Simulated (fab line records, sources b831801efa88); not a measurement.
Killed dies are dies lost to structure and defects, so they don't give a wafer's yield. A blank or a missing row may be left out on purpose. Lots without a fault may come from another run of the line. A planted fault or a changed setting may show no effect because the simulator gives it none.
fab line records | flow gf180mcu
record lots=5 wafers=15 last_day=34
route steps=602 shown HV_LDD@180
lots that met no fault: from a run of the same line without faults
start_h: hours from the record's first day to the start of the lot's first wafer shown | wait_h: hours since the lot's step before | " the same as in the row above | L1.1+2: a row that stands for several wafers | - no value, or no start given | * or withheld: withheld | < > ~ a bound
route shown NAME@n: a module of which the file shows steps, and the number in the route of the first | usual: mean/standard deviation of fault-free wafers | same: alike in all rows | chamber/n: place in a boat | sites: the reading at each site | _std_site: their standard deviation | _edge_site: outer sites' mean less inner sites' | radius_mm: how far each site lies from the wafer's centre | mask NAME#n: copy n | behind: the tool/chamber that last shaped the wafer | hold: why the lot was held/for how many hours/how that ended | device: the transistor (n, p or np) that didn't switch | end of line: the same wafers' tests at the end of the route | a step without rows: its recipe alone | killed: dies lost to structure and defects at the first sort, not the wafer's yield | map: a wafer's dies, x killed, . not, _ none there
set.NAME: the setting as run; set.NAME@STEP: as run at that earlier step | model.NAME: the simulator's own value behind a step, which no gauge read
lots at some steps of the route; a table a step, a row a wafer
services: from which hour (start_h, from the record's first day; less than 0 if before it) a tool's chamber was out of use, for how many hours, and why
## steps
# step GF_HV_LDD_EXPOSE_04
# recipe mask_id=Nplus_LV_AREA target_cd_nm=400 na=0.6 source_shape=conventional sigma_outer=0.6 dose_mj=140
# usual exposure_dose_mJ_cm2=139.99/0.15
# same na=0.6
# columns lot.wafer tool chamber start_h wait_h mask exposure_dose_mJ_cm2
L080.1 iline_stepper-02 0 - - Nplus_LV_AREA#0 140.03
L080.2 " 0 " " Nplus_LV_AREA#0 139.88
L080.4 " 0 " " Nplus_LV_AREA#0 140.02
L081.2 iline_stepper-02 0 - - Nplus_LV_AREA#0 140.07
L081.4 " 0 " " Nplus_LV_AREA#0 140.06
L081.5 " 0 " " Nplus_LV_AREA#0 139.94
L082.1 iline_stepper-01 0 - - Nplus_LV_AREA#0 139.99
L082.2 " 0 " " Nplus_LV_AREA#0 140.03
L082.6 " 0 " " Nplus_LV_AREA#0 140.02
L095.2 iline_stepper-01 0 - - Nplus_LV_AREA#0 139.84
L095.3 " 0 " " Nplus_LV_AREA#0 139.86
L095.5 " 0 " " Nplus_LV_AREA#0 139.72
L096.4 iline_stepper-02 0 - - Nplus_LV_AREA#0 139.87
L096.5 " 0 " " Nplus_LV_AREA#0 139.60
L096.6 " 0 " " Nplus_LV_AREA#0 139.95
# step GF_HV_LDD_PEB_05
# recipe temp_c=withheld time_s=* resist=NOVOLAK
# columns lot.wafer tool chamber start_h wait_h
L080.1+2+4 litho_track-02 0 - -
L081.2+4+5 litho_track-02 0 - -
L082.1+2+6 litho_track-02 0 - -
L095.2+3+5 litho_track-03 0 - -
L096.4+5+6 litho_track-04 0 - -
# step GF_HV_LDD_DEVELOP_06
# recipe develop_time_s=60 dev_temp_c=23
# usual developer_temp_C=22.99/0.11
# same develop_time_s=60
# columns lot.wafer tool chamber start_h wait_h developer_temp_C
L080.1 litho_track-02 0 261.77 0.1 22.94
L080.2 " 0 " " 22.91
L080.4 " 0 " " 22.78
L081.2 litho_track-02 0 267.00 0.1 22.95
L081.4 " 0 " " 22.88
L081.5 " 0 " " 22.85
L082.1 litho_track-02 0 275.32 0.1 23.13
L082.2 " 0 " " 23.02
L082.6 " 0 " " 22.96
L095.2 litho_track-03 0 372.26 0.1 23.18
L095.3 " 0 " " 23.06
L095.5 " 0 " " 23.07
L096.4 litho_track-04 0 381.80 0.1 22.97
L096.5 " 0 " " 23.11
L096.6 " 0 " " 23.17
# step GF_HV_LDD_CD_MEAS_07
# recipe target_cd_nm=400
# usual cd_nm=400.2/2.4
# columns lot.wafer tool chamber start_h wait_h cd_nm
L080.1 cd_sem-02 - 261.92 0.1 402.8
L080.2 " - " " 402.6
L080.4 " - " " 401.8
L081.2 cd_sem-02 - 267.14 0.1 403.3
L081.4 " - " " 402.9
L081.5 " - " " 401.8
L082.1 cd_sem-01 - 275.47 0.1 399.1
L082.2 " - " " 401.2
L082.6 " - " " 401.4
L095.2 cd_sem-01 - 372.41 0.1 400.8
L095.3 " - " " 402.1
L095.5 " - " " 400.0
L096.4 cd_sem-02 - 381.93 0.1 402.4
L096.5 " - " " 400.3
L096.6 " - " " 400.6
# step GF_HV_LDD_OVL_MEAS_08
# usual HV_LDD_OVL=0.6/1.4
# columns lot.wafer tool chamber start_h wait_h HV_LDD_OVL[nm]
L080.1 overlay-01 - 262.04 0.1 -0.5
L080.2 " - " " -1.2
L080.4 " - " " 0.7
L081.2 overlay-02 - 267.25 0.1 3.0
L081.4 " - " " 3.8
L081.5 " - " " 2.3
L082.1 overlay-01 - 275.59 0.1 2.1
L082.2 " - " " 1.7
L082.6 " - " " 2.3
L095.2 overlay-02 - 372.51 0.1 1.4
L095.3 " - " " 1.6
L095.5 " - " " 1.3
L096.4 overlay-01 - 382.01 0.1 -1.1
L096.5 " - " " -0.9
L096.6 " - " " -2.1
# step GF_HV_LDD_IMPLANT_09
# recipe species=As energy_kev=40 dose_cm2=1e+14 tilt_deg=7
# columns lot.wafer tool chamber start_h wait_h
L080.1+2+4 implanter-02 0 262.08 0.0
L081.2+4+5 implanter-03 0 267.30 0.0
L082.1+2+6 implanter-01 0 275.63 0.0
L095.2+3+5 implanter-02 0 372.57 0.0
L096.4+5+6 implanter-03 0 382.11 0.1
# step GF_HV_LDD_STRIP_10
# recipe chemistry=O2/N2 power_w=1400 pressure_mtorr=1500 platen_temp_c=250 o2_flow_sccm=3000 n2_flow_sccm=300 overash_fraction=0.5
# usual drypump_motor_current_A=5.9/0.4 heater_power_w=363/37 oes_product_au=0.716/0.0047 strip_time_to_endpoint_s=12.62/0.037
# columns lot.wafer tool chamber start_h wait_h drypump_motor_current_A heater_power_w oes_product_au rf_hours_counter_h strip_time_to_endpoint_s
L080.1 plasma_asher-03 0 262.23 0.1 5.5 311 0.714 50 12.65
L080.2 " 1 " " 5.5 324 0.726 50 12.72
L080.4 " 1 " " 5.5 322 0.708 - 12.66
L081.2 plasma_asher-01 0 267.43 0.1 6.6 329 0.709 16 12.62
L081.4 " 0 " " 6.6 335 0.726 - 12.58
L081.5 " 1 " " 6.2 349 0.715 - 12.59
L082.1 plasma_asher-02 1 275.78 0.1 5.8 410 0.719 63 12.63
L082.2 " 0 " " 5.6 393 0.711 63 12.58
L082.6 " 1 " " 5.8 416 0.716 - 12.57
L095.2 plasma_asher-02 0 372.69 0.1 5.6 390 0.714 72 12.54
L095.3 " 0 " " 5.6 393 0.712 - 12.55
L095.5 " 1 " " 5.8 413 0.714 - 12.62
L096.4 plasma_asher-02 1 382.21 0.1 5.8 401 0.721 - 12.65
L096.5 " 1 " " 5.8 416 0.715 - 12.60
L096.6 " 0 " " 5.6 392 0.718 - 12.65
# step GF_HV_LDD_TW_MEAS_11
# usual HV_LDD_TW=2396/24
# columns lot.wafer tool chamber start_h wait_h HV_LDD_TW
L080.1 film_metro-03 - 262.33 0.1 2413
L080.2 " - " " 2432
L080.4 " - " " 2417
L081.2 film_metro-04 - 267.54 0.1 2382
L081.4 " - " " 2402
L081.5 " - " " 2420
L082.1 film_metro-04 - 275.88 0.1 2402
L082.2 " - " " 2390
L082.6 " - " " 2402
L095.2 film_metro-01 - 372.80 0.1 2376
L095.3 " - " " 2377
L095.5 " - " " 2383
L096.4 film_metro-01 - 382.31 0.1 2378
L096.5 " - " " 2376
L096.6 " - " " 2379
# step GF_HV_LDD_DEHYDRATE_12
# recipe temp_c=200 time_s=60
# columns lot.wafer tool chamber start_h wait_h
L080.1+2+4 litho_track-03 0 271.44 9.1
L081.2+4+5 litho_track-03 0 276.16 8.6
L082.1+2+6 litho_track-02 0 284.57 8.7
L095.2+3+5 litho_track-02 0 382.85 10.0
L096.4+5+6 litho_track-02 0 392.85 10.5
# step GF_HV_LDD_HMDS_13
# recipe prime_time_s=60 prime_temp_c=120
# columns lot.wafer tool chamber start_h wait_h
L080.1+2+4 litho_track-03 0 271.59 0.1
L081.2+4+5 litho_track-03 0 276.31 0.1
L082.1+2+6 litho_track-02 0 284.72 0.1
L095.2+3+5 litho_track-02 0 383.00 0.1
L096.4+5+6 litho_track-02 0 393.00 0.1
# step GF_HV_LDD_COAT_14
# recipe resist=NOVOLAK spin_rpm=3000 resist_thk_nm=1000
# columns lot.wafer tool chamber start_h wait_h
L080.1+2+4 litho_track-03 0 271.74 0.1
L081.2+4+5 litho_track-03 0 276.46 0.1
L082.1+2+6 litho_track-02 0 284.87 0.1
L095.2+3+5 litho_track-02 0 383.15 0.1
L096.4+5+6 litho_track-02 0 393.15 0.1
# step GF_HV_LDD_SOFTBAKE_15
# recipe temp_c=90 time_s=60 resist=NOVOLAK
# columns lot.wafer tool chamber start_h wait_h
L080.1+2+4 litho_track-03 0 271.89 0.1
L081.2+4+5 litho_track-03 0 276.61 0.1
L082.1+2+6 litho_track-02 0 285.02 0.1
L095.2+3+5 litho_track-02 0 383.30 0.1
L096.4+5+6 litho_track-02 0 393.30 0.1
# step GF_HV_LDD_EXPOSE_16
# recipe mask_id=Pplus_LV_AREA target_cd_nm=400 na=0.6 source_shape=conventional sigma_outer=0.6 dose_mj=140
# usual exposure_dose_mJ_cm2=140.02/0.15
# same na=0.6
# columns lot.wafer tool chamber start_h wait_h mask exposure_dose_mJ_cm2
L080.1 iline_stepper-01 0 - - Pplus_LV_AREA#0 140.15
L080.2 " 0 " " Pplus_LV_AREA#0 140.22
L080.4 " 0 " " Pplus_LV_AREA#0 140.05
L081.2 iline_stepper-02 0 - - Pplus_LV_AREA#0 140.28
L081.4 " 0 " " Pplus_LV_AREA#0 140.21
L081.5 " 0 " " Pplus_LV_AREA#0 139.97
L082.1 iline_stepper-01 0 - - Pplus_LV_AREA#0 139.89
L082.2 " 0 " " Pplus_LV_AREA#0 140.12
L082.6 " 0 " " Pplus_LV_AREA#0 139.99
L095.2 iline_stepper-01 0 - - Pplus_LV_AREA#0 139.89
L095.3 " 0 " " Pplus_LV_AREA#0 140.31
L095.5 " 0 " " Pplus_LV_AREA#0 140.17
L096.4 iline_stepper-01 0 - - Pplus_LV_AREA#0 139.74
L096.5 " 0 " " Pplus_LV_AREA#0 139.75
L096.6 " 0 " " Pplus_LV_AREA#0 139.69
# step GF_HV_LDD_PEB_17
# recipe temp_c=withheld time_s=* resist=NOVOLAK
# columns lot.wafer tool chamber start_h wait_h
L080.1+2+4 litho_track-03 0 - -
L081.2+4+5 litho_track-03 0 - -
L082.1+2+6 litho_track-04 0 - -
L095.2+3+5 litho_track-02 0 - -
L096.4+5+6 litho_track-02 0 - -
# step GF_HV_LDD_DEVELOP_18
# recipe develop_time_s=60 dev_temp_c=23
# usual developer_temp_C=22.98/0.096
# same develop_time_s=60
# columns lot.wafer tool chamber start_h wait_h developer_temp_C
L080.1 litho_track-03 0 286.74 0.1 23.03
L080.2 " 0 " " 23.02
L080.4 " 0 " " 23.07
L081.2 litho_track-03 0 288.36 0.1 22.98
L081.4 " 0 " " 22.98
L081.5 " 0 " " 23.06
L082.1 litho_track-04 0 293.43 0.1 22.87
L082.2 " 0 " " 23.05
L082.6 " 0 " " 22.93
L095.2 litho_track-02 0 395.10 0.1 23.03
L095.3 " 0 " " 22.97
L095.5 " 0 " " 23.04
L096.4 litho_track-02 0 404.85 0.1 22.93
L096.5 " 0 " " 22.98
L096.6 " 0 " " 22.77
# step GF_HV_LDD_CD_MEAS_19
# recipe target_cd_nm=400
# usual cd_nm=400.4/2
# columns lot.wafer tool chamber start_h wait_h cd_nm
L080.1 cd_sem-02 - 286.89 0.1 398.5
L080.2 " - " " 398.0
L080.4 " - " " 400.6
L081.2 cd_sem-02 - 288.51 0.1 398.1
L081.4 " - " " 398.3
L081.5 " - " " 401.0
L082.1 cd_sem-01 - 293.58 0.1 400.0
L082.2 " - " " 398.5
L082.6 " - " " 401.4
L095.2 cd_sem-02 - 395.24 0.1 398.8
L095.3 " - " " 398.1
L095.5 " - " " 396.3
L096.4 cd_sem-01 - 404.98 0.1 403.6
L096.5 " - " " 402.2
L096.6 " - " " 404.3
# step GF_HV_LDD_OVL_MEAS_20
# usual HV_LDD_01_OVL=-0.1/1.4
# columns lot.wafer tool chamber start_h wait_h HV_LDD_01_OVL[nm]
L080.1 overlay-02 - 287.01 0.1 -2.1
L080.2 " - " " 0.0
L080.4 " - " " -0.1
L081.2 overlay-02 - 288.61 0.1 3.4
L081.4 " - " " 2.4
L081.5 " - " " 2.0
L082.1 overlay-02 - 293.70 0.1 1.3
L082.2 " - " " 2.0
L082.6 " - " " -0.1
L095.2 overlay-01 - 395.35 0.1 1.5
L095.3 " - " " 1.1
L095.5 " - " " 0.8
L096.4 overlay-01 - 405.06 0.1 1.3
L096.5 " - " " -0.8
L096.6 " - " " 0.5
# step GF_HV_LDD_IMPLANT_21
# recipe species=BF2 energy_kev=25 dose_cm2=5e+13 tilt_deg=7
# columns lot.wafer tool chamber start_h wait_h
L080.1+2+4 implanter-03 0 287.04 0.0
L081.2+4+5 implanter-03 0 288.67 0.0
L082.1+2+6 implanter-03 0 293.73 0.0
L095.2+3+5 implanter-01 0 395.40 0.0
L096.4+5+6 implanter-01 0 405.15 0.1
# step GF_HV_LDD_STRIP_22
# recipe chemistry=O2/N2 power_w=1400 pressure_mtorr=1500 platen_temp_c=250 o2_flow_sccm=3000 n2_flow_sccm=300 overash_fraction=0.5
# usual drypump_motor_current_A=5.9/0.42 heater_power_w=353/36 oes_product_au=0.716/0.0047 strip_time_to_endpoint_s=12.62/0.037
# columns lot.wafer tool chamber start_h wait_h drypump_motor_current_A heater_power_w oes_product_au rf_hours_counter_h strip_time_to_endpoint_s
L080.1 plasma_asher-02 1 287.19 0.1 5.8 404 0.715 64 12.66
L080.2 " 0 " " 5.5 387 0.714 64 12.68
L080.4 " 0 " " 5.6 397 0.720 - 12.66
L081.2 plasma_asher-03 1 288.79 0.1 5.5 335 0.708 53 12.67
L081.4 " 0 " " 5.5 313 0.717 - 12.66
L081.5 " 0 " " 5.5 322 0.721 - 12.67
L082.1 plasma_asher-03 0 293.88 0.1 5.5 311 0.717 54 12.58
L082.2 " 1 " " 5.5 318 0.716 54 12.61
L082.6 " 1 " " 5.5 320 0.720 - 12.57
L095.2 plasma_asher-01 1 395.53 0.1 6.2 337 0.714 30 12.61
L095.3 " 1 " " 6.2 344 0.713 - 12.60
L095.5 " 1 " " 6.2 340 0.718 - 12.62
L096.4 plasma_asher-02 1 405.26 0.1 5.8 404 0.717 - 12.57
L096.5 " 0 " " 5.6 386 0.713 - 12.55
L096.6 " 1 " " 5.8 413 0.721 - 12.55
# step GF_HV_LDD_TW_MEAS_23
# usual HV_LDD_2_TW=1048/9.9
# columns lot.wafer tool chamber start_h wait_h HV_LDD_2_TW
L080.1 film_metro-04 - 287.32 0.1 1050
L080.2 " - " " 1052
L080.4 " - " " 1057
L081.2 film_metro-03 - 288.90 0.1 1057
L081.4 " - " " 1060
L081.5 " - " " 1060
L082.1 film_metro-03 - 293.98 0.1 1059
L082.2 " - " " 1063
L082.6 " - " " 1058
L095.2 film_metro-01 - 395.64 0.1 1050
L095.3 " - " " 1042
L095.5 " - " " 1047
L096.4 film_metro-01 - 405.36 0.1 1044
L096.5 " - " " 1048
L096.6 " - " " 1049
# step GF_HV_LDD_DEHYDRATE_24
# recipe temp_c=200 time_s=60
# columns lot.wafer tool chamber start_h wait_h
L080.1+2+4 litho_track-04 0 294.88 7.5
L081.2+4+5 litho_track-04 0 297.35 8.4
L082.1+2+6 litho_track-04 0 303.23 9.2
L095.2+3+5 litho_track-03 0 406.21 10.6
L096.4+5+6 litho_track-04 0 416.70 11.3
# step GF_HV_LDD_HMDS_25
# recipe prime_time_s=60 prime_temp_c=120
# columns lot.wafer tool chamber start_h wait_h
L080.1+2+4 litho_track-04 0 295.03 0.1
L081.2+4+5 litho_track-04 0 297.50 0.1
L082.1+2+6 litho_track-04 0 303.38 0.1
L095.2+3+5 litho_track-03 0 406.36 0.1
L096.4+5+6 litho_track-04 0 416.85 0.1
# step GF_HV_LDD_COAT_26
# recipe resist=NOVOLAK spin_rpm=3000 resist_thk_nm=1000
# columns lot.wafer tool chamber start_h wait_h
L080.1+2+4 litho_track-04 0 295.18 0.1
L081.2+4+5 litho_track-04 0 297.65 0.1
L082.1+2+6 litho_track-04 0 303.53 0.1
L095.2+3+5 litho_track-03 0 406.51 0.1
L096.4+5+6 litho_track-04 0 417.00 0.1
# step GF_HV_LDD_SOFTBAKE_27
# recipe temp_c=90.9 time_s=60 resist=NOVOLAK
# columns lot.wafer tool chamber start_h wait_h
L080.1+2+4 litho_track-04 0 295.33 0.1
L081.2+4+5 litho_track-04 0 297.80 0.1
L082.1+2+6 litho_track-04 0 303.68 0.1
L095.2+3+5 litho_track-03 0 406.66 0.1
L096.4+5+6 litho_track-04 0 417.15 0.1
# step GF_HV_LDD_EXPOSE_28
# recipe mask_id=Nplus_HV_AREA target_cd_nm=400 na=0.6 source_shape=conventional sigma_outer=0.6 dose_mj=140
# usual exposure_dose_mJ_cm2=139.98/0.14
# same na=0.6
# columns lot.wafer tool chamber start_h wait_h mask exposure_dose_mJ_cm2
L080.1 iline_stepper-01 0 - - Nplus_HV_AREA#0 140.06
L080.2 " 0 " " Nplus_HV_AREA#0 139.97
L080.4 " 0 " " Nplus_HV_AREA#0 140.04
L081.2 iline_stepper-01 0 - - Nplus_HV_AREA#0 139.86
L081.4 " 0 " " Nplus_HV_AREA#0 140.18
L081.5 " 0 " " Nplus_HV_AREA#0 140.01
L082.1 iline_stepper-02 0 - - Nplus_HV_AREA#0 140.15
L082.2 " 0 " " Nplus_HV_AREA#0 139.92
L082.6 " 0 " " Nplus_HV_AREA#0 139.97
L095.2 iline_stepper-02 0 - - Nplus_HV_AREA#0 140.16
L095.3 " 0 " " Nplus_HV_AREA#0 139.82
L095.5 " 0 " " Nplus_HV_AREA#0 139.91
L096.4 iline_stepper-01 0 - - Nplus_HV_AREA#0 140.10
L096.5 " 0 " " Nplus_HV_AREA#0 139.91
L096.6 " 0 " " Nplus_HV_AREA#0 139.98
# step GF_HV_LDD_PEB_29
# recipe temp_c=withheld time_s=* resist=NOVOLAK
# columns lot.wafer tool chamber start_h wait_h
L080.1+2+4 litho_track-04 0 - -
L081.2+4+5 litho_track-03 0 - -
L082.1+2+6 litho_track-04 0 - -
L095.2+3+5 litho_track-03 0 - -
L096.4+5+6 litho_track-02 0 - -
# step GF_HV_LDD_DEVELOP_30
# recipe develop_time_s=60 dev_temp_c=23
# usual developer_temp_C=23.02/0.1
# same develop_time_s=60
# columns lot.wafer tool chamber start_h wait_h developer_temp_C
L080.1 litho_track-04 0 306.53 0.1 22.98
L080.2 " 0 " " 23.04
L080.4 " 0 " " 23.01
L081.2 litho_track-03 0 308.71 0.1 23.03
L081.4 " 0 " " 23.00
L081.5 " 0 " " 22.99
L082.1 litho_track-04 0 313.38 0.1 22.92
L082.2 " 0 " " 23.00
L082.6 " 0 " " 22.91
L095.2 litho_track-03 0 418.71 0.1 23.14
L095.3 " 0 " " 22.78
L095.5 " 0 " " 23.03
L096.4 litho_track-02 0 429.50 0.1 23.00
L096.5 " 0 " " 23.09
L096.6 " 0 " " 23.08
# step GF_HV_LDD_CD_MEAS_31
# recipe target_cd_nm=400
# usual cd_nm=400.3/2.6
# columns lot.wafer tool chamber start_h wait_h cd_nm
L080.1 cd_sem-01 - 306.68 0.1 394.6
L080.2 " - " " 394.8
L080.4 " - " " 395.7
L081.2 cd_sem-01 - 308.86 0.1 400.2
L081.4 " - " " 400.9
L081.5 " - " " 399.8
L082.1 cd_sem-02 - 313.53 0.1 400.1
L082.2 " - " " 399.2
L082.6 " - " " 400.6
L095.2 cd_sem-01 - 418.86 0.1 400.2
L095.3 " - " " 401.2
L095.5 " - " " 400.8
L096.4 cd_sem-01 - 429.76 0.2 398.5
L096.5 " - " " 398.0
L096.6 " - " " 399.5
# step GF_HV_LDD_OVL_MEAS_32
# usual HV_LDD_02_OVL=-0.1/1.3
# columns lot.wafer tool chamber start_h wait_h HV_LDD_02_OVL[nm]
L080.1 overlay-01 - 306.80 0.1 0.5
L080.2 " - " " 0.6
L080.4 " - " " -0.7
L081.2 overlay-01 - 308.96 0.1 0.7
L081.4 " - " " 0.5
L081.5 " - " " 0.8
L082.1 overlay-01 - 313.65 0.1 1.8
L082.2 " - " " 0.7
L082.6 " - " " 0.2
L095.2 overlay-01 - 418.96 0.1 -1.5
L095.3 " - " " -1.8
L095.5 " - " " -1.3
L096.4 overlay-02 - 429.84 0.1 0.3
L096.5 " - " " -1.9
L096.6 " - " " 0.1
# step GF_HV_LDD_IMPLANT_33
# recipe species=P energy_kev=60 dose_cm2=7.5e+12 tilt_deg=30 rotation_deg=0
# columns lot.wafer tool chamber start_h wait_h
L080.1+2+4 implanter-03 0 306.83 0.0
L081.2+4+5 implanter-01 0 309.02 0.0
L082.1+2+6 implanter-02 0 313.68 0.0
L095.2+3+5 implanter-03 0 419.02 0.0
L096.4+5+6 implanter-01 0 429.93 0.1
# step GF_HV_LDD_IMPLANT_34
# recipe species=P energy_kev=60 dose_cm2=7.5e+12 tilt_deg=30 rotation_deg=90
# columns lot.wafer tool chamber start_h wait_h
L080.1+2+4 implanter-03 0 306.98 0.1
L081.2+4+5 implanter-01 0 309.17 0.1
L082.1+2+6 implanter-02 0 313.83 0.1
L095.2+3+5 implanter-03 0 419.17 0.1
L096.4+5+6 implanter-01 0 430.08 0.1
# step GF_HV_LDD_IMPLANT_35
# recipe species=P energy_kev=60 dose_cm2=7.5e+12 tilt_deg=30 rotation_deg=180
# columns lot.wafer tool chamber start_h wait_h
L080.1+2+4 implanter-03 0 307.13 0.1
L081.2+4+5 implanter-01 0 309.32 0.1
L082.1+2+6 implanter-02 0 313.98 0.1
L095.2+3+5 implanter-03 0 419.32 0.1
L096.4+5+6 implanter-01 0 430.23 0.1
# step GF_HV_LDD_IMPLANT_36
# recipe species=P energy_kev=60 dose_cm2=7.5e+12 tilt_deg=30 rotation_deg=270
# columns lot.wafer tool chamber start_h wait_h
L080.1+2+4 implanter-03 0 307.28 0.1
L081.2+4+5 implanter-01 0 309.47 0.1
L082.1+2+6 implanter-02 0 314.13 0.1
L095.2+3+5 implanter-03 0 419.47 0.1
L096.4+5+6 implanter-01 0 430.38 0.1
# step GF_HV_LDD_STRIP_37
# recipe chemistry=O2/N2 power_w=1400 pressure_mtorr=1500 platen_temp_c=250 o2_flow_sccm=3000 n2_flow_sccm=300 overash_fraction=0.5
# usual drypump_motor_current_A=6.1/0.42 heater_power_w=353/32 oes_product_au=0.717/0.0042 strip_time_to_endpoint_s=12.59/0.035
# columns lot.wafer tool chamber start_h wait_h drypump_motor_current_A heater_power_w oes_product_au rf_hours_counter_h strip_time_to_endpoint_s
L080.1 plasma_asher-01 1 307.43 0.1 6.2 345 0.720 21 12.56
L080.2 " 0 " " 6.6 336 0.726 21 12.56
L080.4 " 1 " " 6.2 338 0.720 - 12.57
L081.2 plasma_asher-01 1 309.59 0.1 6.2 344 0.719 21 12.63
L081.4 " 1 " " 6.2 337 0.711 - 12.60
L081.5 " 0 " " 6.6 326 0.719 - 12.63
L082.1 plasma_asher-02 1 314.28 0.1 5.8 409 0.720 66 12.57
L082.2 " 0 " " 5.6 392 0.714 66 12.62
L082.6 " 0 " " 5.6 391 0.709 - 12.60
L095.2 plasma_asher-02 1 419.59 0.1 5.8 417 0.711 77 12.55
L095.3 " 1 " " 5.8 405 0.725 - 12.54
L095.5 " 0 " " 5.6 395 0.715 - 12.58
L096.4 plasma_asher-01 1 430.49 0.1 6.2 349 0.719 - 12.57
L096.5 " 0 " " 6.6 335 0.714 - 12.59
L096.6 " 1 " " 6.2 331 0.717 - 12.61
# step GF_HV_LDD_TW_MEAS_38
# usual HV_LDD_3_TW=1423/15
# columns lot.wafer tool chamber start_h wait_h HV_LDD_3_TW
L080.1 film_metro-04 - 307.53 0.1 1427
L080.2 " - " " 1418
L080.4 " - " " 1421
L081.2 film_metro-04 - 309.70 0.1 1420
L081.4 " - " " 1420
L081.5 " - " " 1421
L082.1 film_metro-04 - 314.38 0.1 1411
L082.2 " - " " 1407
L082.6 " - " " 1409
L095.2 film_metro-03 - 419.74 0.1 1439
L095.3 " - " " 1450
L095.5 " - " " 1451
L096.4 film_metro-01 - 430.59 0.1 1406
L096.5 " - " " 1414
L096.6 " - " " 1407
# step GF_HV_LDD_DEHYDRATE_39
# recipe temp_c=200 time_s=60
# columns lot.wafer tool chamber start_h wait_h
L080.1+2+4 litho_track-02 0 316.32 8.8
L081.2+4+5 litho_track-04 0 318.90 9.2
L082.1+2+6 litho_track-04 0 324.43 10.0
L095.2+3+5 litho_track-03 0 431.26 11.5
L096.4+5+6 litho_track-02 0 441.30 10.7
# step GF_HV_LDD_HMDS_40
# recipe prime_time_s=60 prime_temp_c=120
# columns lot.wafer tool chamber start_h wait_h
L080.1+2+4 litho_track-02 0 316.47 0.1
L081.2+4+5 litho_track-04 0 319.05 0.1
L082.1+2+6 litho_track-04 0 324.58 0.1
L095.2+3+5 litho_track-03 0 431.41 0.1
L096.4+5+6 litho_track-02 0 441.45 0.1
# step GF_HV_LDD_COAT_41
# recipe resist=NOVOLAK spin_rpm=3000 resist_thk_nm=1000
# columns lot.wafer tool chamber start_h wait_h
L080.1+2+4 litho_track-02 0 316.62 0.1
L081.2+4+5 litho_track-04 0 319.20 0.1
L082.1+2+6 litho_track-04 0 324.73 0.1
L095.2+3+5 litho_track-03 0 431.56 0.1
L096.4+5+6 litho_track-02 0 441.60 0.1
# step GF_HV_LDD_SOFTBAKE_42
# recipe temp_c=90 time_s=60 resist=NOVOLAK
# columns lot.wafer tool chamber start_h wait_h
L080.1+2+4 litho_track-02 0 316.77 0.1
L081.2+4+5 litho_track-04 0 319.35 0.1
L082.1+2+6 litho_track-04 0 324.88 0.1
L095.2+3+5 litho_track-03 0 431.71 0.1
L096.4+5+6 litho_track-02 0 441.75 0.1
# step GF_HV_LDD_EXPOSE_43
# recipe mask_id=Pplus_HV_AREA target_cd_nm=400 na=0.6 source_shape=conventional sigma_outer=0.6 dose_mj=140
# usual exposure_dose_mJ_cm2=140.03/0.12
# same na=0.6
# columns lot.wafer tool chamber start_h wait_h mask exposure_dose_mJ_cm2
L080.1 iline_stepper-01 0 - - Pplus_HV_AREA#0 140.12
L080.2 " 0 " " Pplus_HV_AREA#0 139.84
L080.4 " 0 " " Pplus_HV_AREA#0 139.90
L081.2 iline_stepper-02 0 - - Pplus_HV_AREA#0 140.04
L081.4 " 0 " " Pplus_HV_AREA#0 140.00
L081.5 " 0 " " Pplus_HV_AREA#0 140.01
L082.1 iline_stepper-02 0 - - Pplus_HV_AREA#0 139.90
L082.2 " 0 " " Pplus_HV_AREA#0 140.13
L082.6 " 0 " " Pplus_HV_AREA#0 139.90
L095.2 iline_stepper-01 0 - - Pplus_HV_AREA#0 140.13
L095.3 " 0 " " Pplus_HV_AREA#0 139.92
L095.5 " 0 " " Pplus_HV_AREA#0 140.05
L096.4 iline_stepper-01 0 - - Pplus_HV_AREA#0 139.97
L096.5 " 0 " " Pplus_HV_AREA#0 140.22
L096.6 " 0 " " Pplus_HV_AREA#0 140.04
# step GF_HV_LDD_PEB_44
# recipe temp_c=withheld time_s=* resist=NOVOLAK
# columns lot.wafer tool chamber start_h wait_h
L080.1+2+4 litho_track-04 0 - -
L081.2+4+5 litho_track-03 0 - -
L082.1+2+6 litho_track-03 0 - -
L095.2+3+5 litho_track-04 0 - -
L096.4+5+6 litho_track-02 0 - -
# step GF_HV_LDD_DEVELOP_45
# recipe develop_time_s=60 dev_temp_c=23.49
# usual developer_temp_C=23.50/0.12
# same develop_time_s=60
# columns lot.wafer tool chamber start_h wait_h developer_temp_C
L080.1 litho_track-04 0 327.93 0.1 23.58
L080.2 " 0 " " 23.57
L080.4 " 0 " " 23.70
L081.2 litho_track-03 0 330.31 0.1 23.51
L081.4 " 0 " " 23.50
L081.5 " 0 " " 23.54
L082.1 litho_track-03 0 334.79 0.1 23.51
L082.2 " 0 " " 23.44
L082.6 " 0 " " 23.33
L095.2 litho_track-04 0 443.10 0.1 23.51
L095.3 " 0 " " 23.36
L095.5 " 0 " " 23.49
L096.4 litho_track-02 0 454.75 0.1 23.53
L096.5 " 0 " " 23.68
L096.6 " 0 " " 23.50
# step GF_HV_LDD_CD_MEAS_46
# recipe target_cd_nm=400
# usual cd_nm=398.9/2.2
# columns lot.wafer tool chamber start_h wait_h cd_nm
L080.1 cd_sem-01 - 328.08 0.1 401.7
L080.2 " - " " 403.4
L080.4 " - " " 402.1
L081.2 cd_sem-02 - 330.46 0.1 398.7
L081.4 " - " " 398.4
L081.5 " - " " 398.8
L082.1 cd_sem-01 - 334.94 0.1 399.8
L082.2 " - " " 397.7
L082.6 " - " " 400.6
L095.2 cd_sem-02 - 443.24 0.1 396.2
L095.3 " - " " 396.0
L095.5 " - " " 393.8
L096.4 cd_sem-02 - 454.88 0.1 399.0
L096.5 " - " " 398.1
L096.6 " - " " 398.0
## services
# columns tool chamber start_h hours kind
implanter-02 - 246.04 3.7 pm
plasma_asher-03 - 257.08 0.8 repair
implanter-02 - 265.67 2.0 repair
iline_stepper-02 - 268.72 9.1 repair
implanter-02 - 282.11 26.1 repair
iline_stepper-01 - 283.23 1.7 pm
iline_stepper-02 - 284.93 4.4 pm
plasma_asher-02 - 293.05 14.6 pm
implanter-01 - 314.71 4.8 pm
implanter-01 - 321.92 1.0 repair
plasma_asher-01 - 326.38 4.5 repair
implanter-03 - 347.98 2.8 pm
implanter-01 - 355.24 1.8 repair
implanter-01 - 370.01 1.4 repair
implanter-03 - 410.49 2.0 repair
implanter-01 - 446.92 1.1 repair
iline_stepper-01 - 452.42 2.1 pm
iline_stepper-01 - 454.50 - consumable_replace:lamp
## key
fault none
